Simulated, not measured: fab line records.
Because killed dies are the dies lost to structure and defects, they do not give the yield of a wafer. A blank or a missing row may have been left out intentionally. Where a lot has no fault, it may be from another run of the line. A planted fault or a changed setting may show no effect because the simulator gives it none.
Split-lot trial    flow gf180mcu    route with 602 steps; 5 lots, 23 wafers read

## ABOUT THE SPLIT
At GF_M4_SPUTTER_01 (material TiN, target thk 30 nm, time 25 s), the setting time_s was moved away from the recipe's 25 s on 7 of the 23 wafers read, by -5.8% to +12.6%. For the rest of the wafers, this setting stayed at what the recipe calls for.

Reading taken at the split's own step.

## THE READING
TiN_of_M4_SPUTTER_01.thk_nm (the simulator's own value, which no gauge read), in nm, at GF_M4_SPUTTER_01 (material TiN, target thk 30 nm, time 25 s). The file gives no usual value for it. Here, 16 wafers ran the recipe; their average is 29.86 nm with a standard deviation of 0.43 nm.

wafer   tool, chamber at the split  time_s as run, s  against the recipe  TiN_of_M4_SPUTTER_01.thk_nm, nm  against lot-mates on the recipe
L074.2  pvd_sputter-01, -           23.54             -5.8%               27.55                            -1.84
L074.3  pvd_sputter-01, -           25                recipe              29.83                            -
L074.4  pvd_sputter-01, -           25                recipe              29.02                            -
L074.5  pvd_sputter-01, -           23.54             -5.8%               27.81                            -1.58
L074.6  pvd_sputter-01, -           25                recipe              29.33                            -
L076.1  pvd_sputter-04, -           25                recipe              30.76                            -
L076.3  pvd_sputter-04, -           25                recipe              29.94                            -
L076.6  pvd_sputter-04, -           25                recipe              30.65                            -
L077.1  pvd_sputter-02, -           25                recipe              30.11                            -
L077.2  pvd_sputter-02, -           25                recipe              29.58                            -
L077.4  pvd_sputter-02, -           23.89             -4.4%               28.47                            -1.39
L077.5  pvd_sputter-02, -           25                recipe              29.89                            -
L077.6  pvd_sputter-02, -           23.89             -4.4%               28.49                            -1.37
L079.2  pvd_sputter-01, -           28.14             +12.6%              33.34                            +3.70
L079.3  pvd_sputter-01, -           28.14             +12.6%              33.39                            +3.75
L079.4  pvd_sputter-01, -           25                recipe              29.79                            -
L079.5  pvd_sputter-01, -           25                recipe              29.5                             -
L079.6  pvd_sputter-01, -           28.14             +12.6%              33.45                            +3.81
L083.1  pvd_sputter-01, -           25                recipe              29.54                            -
L083.2  pvd_sputter-01, -           25                recipe              30.08                            -
L083.3  pvd_sputter-01, -           25                recipe              29.83                            -
L083.4  pvd_sputter-01, -           25                recipe              30.21                            -
L083.5  pvd_sputter-01, -           25                recipe              29.72                            -

FIT RESULTS
A straight line over all 23 wafers: TiN_of_M4_SPUTTER_01.thk_nm changes by +0.296 nm for each +1% of time_s; r = +0.97; the points scatter about the line by 0.41 nm.
The same after taking each lot's own level away (the mean of its wafers on the recipe; 23 wafers): +0.299 nm for each +1%; r = +0.99; scatter 0.24 nm.
According to that fit, moving time_s by its largest amount changes the reading by 3.8 nm.
The lots' own levels span 29.393 to 30.450 nm, that is 2.4 times the standard deviation above.
So the lot-to-lot level changes the slope little: the two slopes agree.
Check: +3.77 nm against its lot-mates is what the line predicts for one of the wafers moved furthest among these (+12.6%) when that wafer is left out of the fit. Against them it came out at +3.7 nm.

## ADDITIONAL SPLITS CARRIED BY THESE WAFERS
Before the reading, these wafers also passed through other splits. Each is held against what the fit with the lots' levels taken away leaves over:
other split on the same wafers  wafers away from the commonest value  r with TiN_of_M4_SPUTTER_01.thk_nm (lot level and that fit taken away)
GF_M4_SPUTTER_00 time_s         10                                    -0.15

## FILE'S OWN FIT
TiN_of_M4_SPUTTER_01.thk_nm changes by +0.299 nm for each +1% of time_s, r = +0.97.
